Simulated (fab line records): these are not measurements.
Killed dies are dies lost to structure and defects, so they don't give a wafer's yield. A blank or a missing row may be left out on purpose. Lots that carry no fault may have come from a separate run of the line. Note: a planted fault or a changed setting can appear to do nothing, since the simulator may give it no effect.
Which tool is to blame? :: flow gf180mcu :: 18 wafers from 6 lots sampled at 3 of the route's 602 steps

## WHAT EACH GAUGE READ, for each wafer
GF_SALICIDE_THK_MEAS_05: measures by xrf.
lot: L953
measured: day 15 17:50
on: film metro-04
SALICIDE_TIN_THK (nm): 19.4 19.6 19.4

lot: L956
measured: day 17 00:47
on: film metro-01
SALICIDE_TIN_THK (nm): 20.4 20.2 20.3

lot: L959
measured: day 18 00:29
on: film metro-03
SALICIDE_TIN_THK (nm): 19.3 19.2 19.4

lot: L966
measured: day 20 19:02
on: film metro-04
SALICIDE_TIN_THK (nm): 19.6 19.6 19.5

lot: L968
measured: day 21 15:41
on: film metro-01
SALICIDE_TIN_THK (nm): 20.1 20.1 31.9

lot: L973
measured: day 23 02:13
on: film metro-03
SALICIDE_TIN_THK (nm): 20.1 20.0 20.0

## EACH LOT AND THE TOOL THAT RAN IT (in order: tool; ch and the chambers of the sampled wafers; start)
lot: L953
GF_SALICIDE_SPUTTER_02: pvd sputter-04, day 15 17:40
GF_SALICIDE_SPUTTER_03: pvd sputter-04, day 15 17:41

lot: L956
GF_SALICIDE_SPUTTER_02: pvd sputter-01, day 17 00:37
GF_SALICIDE_SPUTTER_03: pvd sputter-01, day 17 00:38

lot: L959
GF_SALICIDE_SPUTTER_02: pvd sputter-04, day 18 00:18
GF_SALICIDE_SPUTTER_03: pvd sputter-04, day 18 00:20

lot: L966
GF_SALICIDE_SPUTTER_02: pvd sputter-02, day 20 18:52
GF_SALICIDE_SPUTTER_03: pvd sputter-02, day 20 18:53

lot: L968
GF_SALICIDE_SPUTTER_02: pvd sputter-01, day 21 15:30
GF_SALICIDE_SPUTTER_03: pvd sputter-01, day 21 15:32

lot: L973
GF_SALICIDE_SPUTTER_02: pvd sputter-02, day 23 02:01
GF_SALICIDE_SPUTTER_03: pvd sputter-02, day 23 02:03
- GF_SALICIDE_SPUTTER_02: material Co, target thk 10 nm, time 20 s.
- GF_SALICIDE_SPUTTER_03: material TiN, target thk 20 nm, time 16.7 s.

## THE ANSWER, worked out from the rows above alone
Rule: usual is defined by the lots themselves. The widest of any qualifying gaps counts: lots, ordered by their means at a reading, are off when they make up no more than a third of the lots, leave a main group of 4 or more, and stand apart from it by 3 or more times the standard deviation of that group's means. Not used: any main group whose means are identical at the precision the tables above print for the reading. Also off: a lot with no number at a reading for which 4 or more lots have one. Any other lot the step has rows for is counted as sound.
Off: L968, seen at GF_SALICIDE_THK_MEAS_05 (SALICIDE_TIN_THK). For the main group the mean is 19.7 nm and the standard deviation 0.37.
If a tool, at a process step before that reading, ran all the lots that are off and no sound lot after the first of them, it fits. The gauges at GF_SALICIDE_THK_MEAS_05 are tried like those tools. This does not decide it: 2 tools fit, namely pvd sputter-01 at GF_SALICIDE_SPUTTER_02 and GF_SALICIDE_SPUTTER_03 and film metro-01 at GF_SALICIDE_THK_MEAS_05.

## WHAT THE SIMULATOR HAD INSERTED
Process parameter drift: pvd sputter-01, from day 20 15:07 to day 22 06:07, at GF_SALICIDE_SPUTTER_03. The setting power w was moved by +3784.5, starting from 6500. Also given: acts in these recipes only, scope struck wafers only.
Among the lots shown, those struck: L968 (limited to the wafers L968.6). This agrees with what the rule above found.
